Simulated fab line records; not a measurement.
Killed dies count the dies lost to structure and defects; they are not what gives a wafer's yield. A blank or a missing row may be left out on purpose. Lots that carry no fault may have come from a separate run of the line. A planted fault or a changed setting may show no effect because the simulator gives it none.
Split-lot trial || flow sfqLine || route with 325 steps; 5 lots, 23 wafers read

THE SPLIT
At SFQ_TRILAYER_I2_VIA_LITHO_COAT_067 (resist thk 650 nm), the setting resistThkNm was moved away from the recipe's 650 nm on 10 of the 23 wafers read, by -4.2% to +3.6%. All remaining wafers had this setting at the recipe value.

FROM THE SPLIT TO THE READING: what the file shows between them, 4 steps
- SFQ_TRILAYER_I2_VIA_LITHO_SOFTBAKE_071
- SFQ_TRILAYER_I2_VIA_LITHO_EXPOSE_068: exposes mask I2, target cd 500 nm
- SFQ_TRILAYER_I2_VIA_LITHO_DEVELOP_069: time 60 s
- SFQ_TRILAYER_I2_VIA_BARC_OPEN_VIA_ETCH_096: etches BARC in O2, target depth 125 nm, time 41.7 s

THE READING
KrF_of_TRILAYER_I2_VIA_LITHO_COAT_067.thkNm (the simulator's own value, which no gauge read), in nm, at SFQ_TRILAYER_I2_VIA_ETCH_VIA_ETCH_070 (etches SiO2 in CHF3, stops on Nb, target depth 260 nm). No usual value for it is given in the file. Here, 13 wafers ran the recipe; their average is 527.6 nm with a standard deviation of 2.4 nm.

{"wafer": "L074.2", "tool, chamber at the split": "lithoTrack-04, 0", "resistThkNm as run, nm": 650, "against the recipe": "recipe", "KrF_of_TRILAYER_I2_VIA_LITHO_COAT_067.thkNm, nm": 529.8, "against lot-mates on the recipe": "-"}
{"wafer": "L074.4", "tool, chamber at the split": "lithoTrack-04, 0", "resistThkNm as run, nm": 650, "against the recipe": "recipe", "KrF_of_TRILAYER_I2_VIA_LITHO_COAT_067.thkNm, nm": 532.5, "against lot-mates on the recipe": "-"}
{"wafer": "L074.6", "tool, chamber at the split": "lithoTrack-04, 0", "resistThkNm as run, nm": 650, "against the recipe": "recipe", "KrF_of_TRILAYER_I2_VIA_LITHO_COAT_067.thkNm, nm": 529.2, "against lot-mates on the recipe": "-"}
{"wafer": "L075.1", "tool, chamber at the split": "lithoTrack-04, 0", "resistThkNm as run, nm": 650, "against the recipe": "recipe", "KrF_of_TRILAYER_I2_VIA_LITHO_COAT_067.thkNm, nm": 528.3, "against lot-mates on the recipe": "-"}
{"wafer": "L075.2", "tool, chamber at the split": "lithoTrack-04, 0", "resistThkNm as run, nm": 661.8, "against the recipe": "+1.8%", "KrF_of_TRILAYER_I2_VIA_LITHO_COAT_067.thkNm, nm": 540, "against lot-mates on the recipe": "+12.2"}
{"wafer": "L075.4", "tool, chamber at the split": "lithoTrack-04, 0", "resistThkNm as run, nm": 661.8, "against the recipe": "+1.8%", "KrF_of_TRILAYER_I2_VIA_LITHO_COAT_067.thkNm, nm": 536.7, "against lot-mates on the recipe": "+9.0"}
{"wafer": "L075.5", "tool, chamber at the split": "lithoTrack-04, 0", "resistThkNm as run, nm": 661.8, "against the recipe": "+1.8%", "KrF_of_TRILAYER_I2_VIA_LITHO_COAT_067.thkNm, nm": 537.9, "against lot-mates on the recipe": "+10.1"}
{"wafer": "L075.6", "tool, chamber at the split": "lithoTrack-04, 0", "resistThkNm as run, nm": 650, "against the recipe": "recipe", "KrF_of_TRILAYER_I2_VIA_LITHO_COAT_067.thkNm, nm": 527.2, "against lot-mates on the recipe": "-"}
{"wafer": "L078.1", "tool, chamber at the split": "lithoTrack-04, 0", "resistThkNm as run, nm": 650, "against the recipe": "recipe", "KrF_of_TRILAYER_I2_VIA_LITHO_COAT_067.thkNm, nm": 524.3, "against lot-mates on the recipe": "-"}
{"wafer": "L078.3", "tool, chamber at the split": "lithoTrack-04, 0", "resistThkNm as run, nm": 630.3, "against the recipe": "-3.0%", "KrF_of_TRILAYER_I2_VIA_LITHO_COAT_067.thkNm, nm": 504.4, "against lot-mates on the recipe": -19.1}
{"wafer": "L078.4", "tool, chamber at the split": "lithoTrack-04, 0", "resistThkNm as run, nm": 630.3, "against the recipe": "-3.0%", "KrF_of_TRILAYER_I2_VIA_LITHO_COAT_067.thkNm, nm": 509.4, "against lot-mates on the recipe": -14.1}
{"wafer": "L078.5", "tool, chamber at the split": "lithoTrack-04, 0", "resistThkNm as run, nm": 650, "against the recipe": "recipe", "KrF_of_TRILAYER_I2_VIA_LITHO_COAT_067.thkNm, nm": 522.7, "against lot-mates on the recipe": "-"}
{"wafer": "L078.6", "tool, chamber at the split": "lithoTrack-04, 0", "resistThkNm as run, nm": 630.3, "against the recipe": "-3.0%", "KrF_of_TRILAYER_I2_VIA_LITHO_COAT_067.thkNm, nm": 505, "against lot-mates on the recipe": -18.5}
{"wafer": "L083.1", "tool, chamber at the split": "lithoTrack-01, 0", "resistThkNm as run, nm": 673.5, "against the recipe": "+3.6%", "KrF_of_TRILAYER_I2_VIA_LITHO_COAT_067.thkNm, nm": 549.5, "against lot-mates on the recipe": "+22.5"}
{"wafer": "L083.2", "tool, chamber at the split": "lithoTrack-01, 0", "resistThkNm as run, nm": 673.5, "against the recipe": "+3.6%", "KrF_of_TRILAYER_I2_VIA_LITHO_COAT_067.thkNm, nm": 552, "against lot-mates on the recipe": "+25.0"}
{"wafer": "L083.4", "tool, chamber at the split": "lithoTrack-01, 0", "resistThkNm as run, nm": 650, "against the recipe": "recipe", "KrF_of_TRILAYER_I2_VIA_LITHO_COAT_067.thkNm, nm": 527.9, "against lot-mates on the recipe": "-"}
{"wafer": "L083.5", "tool, chamber at the split": "lithoTrack-01, 0", "resistThkNm as run, nm": 650, "against the recipe": "recipe", "KrF_of_TRILAYER_I2_VIA_LITHO_COAT_067.thkNm, nm": 527.5, "against lot-mates on the recipe": "-"}
{"wafer": "L083.6", "tool, chamber at the split": "lithoTrack-01, 0", "resistThkNm as run, nm": 650, "against the recipe": "recipe", "KrF_of_TRILAYER_I2_VIA_LITHO_COAT_067.thkNm, nm": 525.7, "against lot-mates on the recipe": "-"}
{"wafer": "L085.1", "tool, chamber at the split": "lithoTrack-03, 0", "resistThkNm as run, nm": 650, "against the recipe": "recipe", "KrF_of_TRILAYER_I2_VIA_LITHO_COAT_067.thkNm, nm": 526.9, "against lot-mates on the recipe": "-"}
{"wafer": "L085.2", "tool, chamber at the split": "lithoTrack-03, 0", "resistThkNm as run, nm": 622.6, "against the recipe": "-4.2%", "KrF_of_TRILAYER_I2_VIA_LITHO_COAT_067.thkNm, nm": 504.3, "against lot-mates on the recipe": -23.5}
{"wafer": "L085.3", "tool, chamber at the split": "lithoTrack-03, 0", "resistThkNm as run, nm": 622.6, "against the recipe": "-4.2%", "KrF_of_TRILAYER_I2_VIA_LITHO_COAT_067.thkNm, nm": 503.1, "against lot-mates on the recipe": -24.7}
{"wafer": "L085.4", "tool, chamber at the split": "lithoTrack-03, 0", "resistThkNm as run, nm": 650, "against the recipe": "recipe", "KrF_of_TRILAYER_I2_VIA_LITHO_COAT_067.thkNm, nm": 529.2, "against lot-mates on the recipe": "-"}
{"wafer": "L085.6", "tool, chamber at the split": "lithoTrack-03, 0", "resistThkNm as run, nm": 650, "against the recipe": "recipe", "KrF_of_TRILAYER_I2_VIA_LITHO_COAT_067.thkNm, nm": 527.4, "against lot-mates on the recipe": "-"}

FIT RESULTS
A straight line over all 23 wafers: KrF_of_TRILAYER_I2_VIA_LITHO_COAT_067.thkNm changes by +6.25 nm for each +1% of resistThkNm; r = +0.98; the points scatter about the line by 2.5 nm.
The same after taking each lot's own level away (the mean of its wafers on the recipe; 23 wafers): +5.95 nm for each +1%; r = +0.99; scatter 1.5 nm.
On that fit, the largest move of resistThkNm shifts the reading by 25 nm.
The lots' own levels span 523.50 to 530.50 nm, that is 2.9 times the standard deviation above.
The two slopes are in agreement: the lot-to-lot level therefore moves the slope only a little.
Check: for one of the wafers moved furthest among these (-4.2%), held out of the fit, the line's prediction against its lot-mates is -25.1 nm. Against them it came out at -23.5 nm.

THE OTHER SPLITS THESE WAFERS WENT THROUGH
Before the reading, these wafers also passed through other splits. Each is held against what the fit with the lots' levels taken away leaves over:
{"other split on the same wafers": "SFQ_TRILAYER_M2_LITHO_EXPOSE_058 doseMj", "wafers away from the commonest value": 9, "r with KrF_of_TRILAYER_I2_VIA_LITHO_COAT_067.thkNm (lot level and that fit taken away)": -0.11}
{"other split on the same wafers": "SFQ_TRILAYER_I2_CMP_CMP_064 leaveAboveRefNm", "wafers away from the commonest value": 9, "r with KrF_of_TRILAYER_I2_VIA_LITHO_COAT_067.thkNm (lot level and that fit taken away)": "+0.19"}

THE WHOLE CHAIN: every reading that the file lists as answering this split, in the file's order
{"step": "SFQ_TRILAYER_I2_VIA_LITHO_COAT_067", "what it does": "resist thk 650 nm", "reading": "KrF_of_TRILAYER_I2_VIA_LITHO_COAT_067.thkNm (the simulator's own value, which no gauge read)", "change (the file's fit)": "+6.37 nm for each +1% of the setting", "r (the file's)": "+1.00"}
{"step": "SFQ_TRILAYER_I2_VIA_BARC_OPEN_VIA_ETCH_096", "what it does": "etches BARC in O2, target depth 125 nm, time 41.7 s", "reading": "KrF_of_TRILAYER_I2_VIA_LITHO_COAT_067.thkNm (the simulator's own value, which no gauge read)", "change (the file's fit)": "+6.18 nm for each +1% of the setting", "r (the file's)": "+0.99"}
{"step": "SFQ_TRILAYER_I2_VIA_ETCH_VIA_ETCH_070", "what it does": "etches SiO2 in CHF3, stops on Nb, target depth 260 nm", "reading": "KrF_of_TRILAYER_I2_VIA_LITHO_COAT_067.thkNm (the simulator's own value, which no gauge read)", "change (the file's fit)": "+5.97 nm for each +1% of the setting", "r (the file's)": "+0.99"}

FILE'S OWN FIT
KrF_of_TRILAYER_I2_VIA_LITHO_COAT_067.thkNm changes by +5.97 nm for each +1% of resistThkNm, r = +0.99.
